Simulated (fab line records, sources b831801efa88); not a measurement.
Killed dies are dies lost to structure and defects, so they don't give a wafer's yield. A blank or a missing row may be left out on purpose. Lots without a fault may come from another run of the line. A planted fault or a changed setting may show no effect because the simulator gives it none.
Which tool did it? | flow gf180mcu | 6 lots, 18 wafers sampled, at 3 steps of a route of 602

WHAT THE GAUGES READ, wafer by wafer
GF_SALICIDE_RS_MEAS_04: measures by four-point-probe.
lot  | measured     | on            | SALICIDE_TIN_RS (ohm/sq)
L753 | day 15 07:39 | film_metro-03 | 16.7 16.6 16.6
L757 | day 17 10:17 | film_metro-02 | 15.9 16.0 15.7
L760 | day 18 02:17 | film_metro-04 | 16.2 16.0 16.1
L762 | day 19 02:25 | film_metro-03 | 15.8 15.7 15.8
L765 | day 20 07:41 | film_metro-03 | 15.9 16.0 16.0
L768 | day 21 10:24 | film_metro-02 | 16.2 16.4

WHICH TOOL RAN EACH LOT (tool, then ch and the chambers of the sampled wafers, then the start)
lot  | GF_STI_STRIP_15                     | GF_POLY_GATE_ETCH_13
L753 | plasma_asher-01 ch 0,1, day 2 06:38 | rie_si-01 ch 1,2,3, day 9 11:47
L757 | plasma_asher-01 ch 0,1, day 3 05:08 | rie_si-01 ch 1,2,3, day 10 22:25
L760 | plasma_asher-04 ch 0,1, day 3 18:35 | rie_si-01 ch 0,3, day 11 16:11
L762 | plasma_asher-01 ch 0,1, day 4 04:50 | rie_si-02 ch 0,1, day 12 08:23
L765 | plasma_asher-04 ch 0,1, day 4 19:43 | rie_si-01 ch 0,1, day 13 05:14
L768 | plasma_asher-04 ch 0,1, day 5 11:50 | rie_si-02 ch 0,1, day 14 03:05
- GF_STI_STRIP_15: strips in O2/N2.
- GF_POLY_GATE_ETCH_13: etches poly-Si in HBr/Cl2, stops on SiO2, target depth 198.5 nm, time 69.6 s.

THE ANSWER, worked out from the rows above alone
Rule: what is usual is taken from the lots themselves. Put in order of their means at a reading, lots are off if they are a third of the lots or fewer, leave a main group of 4 or more, and stand apart from it by a gap of 3 or more times the standard deviation of the main group's means; of several such gaps the widest counts. A main group whose means are all the same, to the digits that the tables above print for the reading, isn't used. A lot without any number at a reading at which 4 lots or more have one is off too. The other lots that the step has rows for count as sound.
No lot is off at any reading shown: from this, nothing can be told.

WHAT THE SIMULATOR HAD PUT IN
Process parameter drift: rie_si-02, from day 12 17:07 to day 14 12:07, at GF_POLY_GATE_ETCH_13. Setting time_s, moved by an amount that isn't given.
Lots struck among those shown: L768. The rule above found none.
